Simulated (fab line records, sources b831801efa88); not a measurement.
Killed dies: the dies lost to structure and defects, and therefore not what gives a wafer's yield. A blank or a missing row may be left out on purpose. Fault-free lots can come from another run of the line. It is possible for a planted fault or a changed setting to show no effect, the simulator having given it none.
Which tool did it? / flow sky130 / 12 lots with 34 wafers sampled at 2 steps, on a route of 708 steps

## WHAT EACH GAUGE READ, for each wafer
SKY_CAP2M_THK_MEAS_04: measures by xrf.
lot=L959; measured=day 40 19:50; on=film metro-03; CAP2M_TIN_THK (nm)=200.4 201.1 200.0
lot=L958; measured=day 40 23:24; on=film metro-03; CAP2M_TIN_THK (nm)=202.9 204.8 201.9
lot=L960; measured=day 41 03:26; on=film metro-01; CAP2M_TIN_THK (nm)=202.2 204.5 204.5
lot=L962; measured=day 41 14:28; on=film metro-03; CAP2M_TIN_THK (nm)=200.3 195.6 196.8
lot=L963; measured=day 41 18:14; on=film metro-01; CAP2M_TIN_THK (nm)=201.5 200.3
lot=L964; measured=day 42 07:55; on=film metro-04; CAP2M_TIN_THK (nm)=201.9 200.5 200.6
lot=L966; measured=day 42 14:14; on=film metro-04; CAP2M_TIN_THK (nm)=203.3 204.8 204.1
lot=L968; measured=day 43 01:30; on=film metro-03; CAP2M_TIN_THK (nm)=196.7 198.5 198.0
lot=L974; measured=day 45 00:34; on=film metro-03; CAP2M_TIN_THK (nm)=198.7 198.9 200.1
lot=L975; measured=day 45 06:29; on=film metro-01; CAP2M_TIN_THK (nm)=200.8 199.1 198.6
lot=L978; measured=day 45 22:58; on=film metro-04; CAP2M_TIN_THK (nm)=206.9 206.4 206.5
lot=L980; measured=day 46 03:52; on=film metro-01; CAP2M_TIN_THK (nm)=202.4 203.0

## WHAT TOOL EACH LOT RAN ON (gives the tool, then ch and the chambers of the sampled wafers, and finally the start)
lot=L959; SKY_VIA2_HDPCVD_00=hdpcvd-02 ch 0,2, day 36 06:25
lot=L958; SKY_VIA2_HDPCVD_00=hdpcvd-02 ch 0,1, day 36 11:26
lot=L960; SKY_VIA2_HDPCVD_00=hdpcvd-02 ch 1,2, day 36 15:19
lot=L962; SKY_VIA2_HDPCVD_00=hdpcvd-01 ch 1,2, day 37 02:59
lot=L963; SKY_VIA2_HDPCVD_00=hdpcvd-02 ch 1,2, day 37 07:51
lot=L964; SKY_VIA2_HDPCVD_00=hdpcvd-01 ch 0,2, day 37 23:10
lot=L966; SKY_VIA2_HDPCVD_00=hdpcvd-02 ch 0,1,2, day 38 07:19
lot=L968; SKY_VIA2_HDPCVD_00=hdpcvd-02 ch 0,1,2, day 38 16:56
lot=L974; SKY_VIA2_HDPCVD_00=hdpcvd-01 ch 0,2, day 40 19:13
lot=L975; SKY_VIA2_HDPCVD_00=hdpcvd-01 ch 0,2, day 41 04:20
lot=L978; SKY_VIA2_HDPCVD_00=hdpcvd-01 ch 0,1,2, day 41 21:45
lot=L980; SKY_VIA2_HDPCVD_00=hdpcvd-02 ch 1,2, day 42 04:13
- SKY_VIA2_HDPCVD_00: deposits SiO2, target thk 1180 nm, time 196.7 s.

## WHAT THE TOOLS THEMSELVES READ (means of the sampled wafers that have a number; where no wafer has one, the mark that the record gives instead)
The record holds no such reading with a usual standard deviation.

## THE ANSWER, worked out from the rows above alone
Rule: what is usual is taken from the lots themselves. The widest of any qualifying gaps counts: lots, ordered by their means at a reading, are off when they make up no more than a third of the lots, leave a main group of 4 or more, and stand apart from it by 3 or more times the standard deviation of that group's means. Not used: any main group whose means are identical at the precision the tables above print for the reading. A lot without any number at a reading at which 4 lots or more have one is off too. All remaining lots with rows at the step are treated as sound. The gauges are gone through in route order, then the tools' own readings, and for those a lot's mean is taken as printed above. The first step at which some lot is off is used, and at that step the reading that is off furthest; a lot without a number counts as furthest.
None of the lots is off at any reading shown; this tells nothing.

## WHAT THE SIMULATOR PUT IN
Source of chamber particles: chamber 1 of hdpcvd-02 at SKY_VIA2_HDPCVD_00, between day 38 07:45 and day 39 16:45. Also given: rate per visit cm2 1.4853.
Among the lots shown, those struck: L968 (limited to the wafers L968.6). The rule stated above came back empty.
